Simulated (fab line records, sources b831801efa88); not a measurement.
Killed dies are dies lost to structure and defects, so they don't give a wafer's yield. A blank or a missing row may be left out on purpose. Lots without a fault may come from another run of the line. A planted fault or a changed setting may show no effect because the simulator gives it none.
Chamber matching | flow sky130 | SKY_VIA2_ETCH_14 on rie_diel-03: 4 sister chambers
The step etches BARC in N2/H2, stops on SiO2, time 45.9 s, target depth 60 nm. 14 wafers are shown with their chamber, then 7 later ones without.

WAFERS WITH THEIR CHAMBER
wafer  | chamber | oes_product_au (a.u.) | throttle_valve_pct (%)
L075.1 | 2       | 0.859                 | 13.218
L075.4 | 0       | 0.857                 | 13.221
L075.5 | 3       | 0.849                 | 13.223
L077.1 | 1       | 0.852                 | 13.231
L077.4 | 0       | 0.850                 | 13.242
L077.6 | 2       | 0.863                 | 13.234
L080.2 | 0       | 0.850                 | 13.224
L080.3 | 3       | 0.858                 | 13.218
L080.6 | 0       | 0.851                 | 13.231
L083.3 | 1       | 0.851                 | 13.227
L083.4 | 2       | 0.847                 | 13.227
L083.6 | 0       | 0.853                 | 13.221
L091.1 | 2       | 0.861                 | 13.228
L091.3 | 0       | 0.852                 | 13.217

SIGNATURES (means of the wafers above)
reading            | chamber 0 | chamber 1 | chamber 2 | chamber 3 | scatter within a chamber
oes_product_au     | 0.85217   | 0.85150   | 0.85750   | 0.85350   | 0.0048
throttle_valve_pct | 13.22600  | 13.22900  | 13.22675  | 13.22050  | 0.00753
Rule: a wafer's distance from a chamber is the root of the sum, over the readings, of the square of ((its reading less the chamber's mean) divided by the reading's scatter). The wafer belongs to the nearest chamber; if the next one is less than 2 further off, it can't be placed. The scatter: the root of (the sum of the squares of (reading less its chamber's mean) over the shown wafers, divided by (wafers less chambers)).

WAFERS WITHOUT THEIR CHAMBER
wafer  | oes_product_au (a.u.) | throttle_valve_pct (%)
L091.4 | 0.856                 | 13.231
L094.1 | 0.855                 | 13.224
L094.3 | 0.845                 | 13.220
L094.6 | 0.851                 | 13.225
L097.3 | 0.858                 | 13.204
L097.4 | 0.858                 | 13.231
L097.5 | 0.866                 | 13.216

WHICH CHAMBER EACH WENT THROUGH
wafer  | from the rows above               | in truth
L091.4 | can't be placed: 2 or 1 or 0 or 3 | 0
L094.1 | can't be placed: 3 or 2 or 0 or 1 | 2
L094.3 | can't be placed: 0 or 3 or 1 or 2 | 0
L094.6 | can't be placed: 0 or 1 or 3 or 2 | 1
L097.3 | can't be placed: 3 or 2 or 0 or 1 | 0
L097.4 | can't be placed: 2 or 1 or 0 or 3 | 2
L097.5 | can't be placed: 2 or 3 or 0 or 1 | 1
Placed correctly: 0 of 7. Can't be placed from these rows: 7 (the true chamber is among the candidates in 7). Placed wrongly: 0.
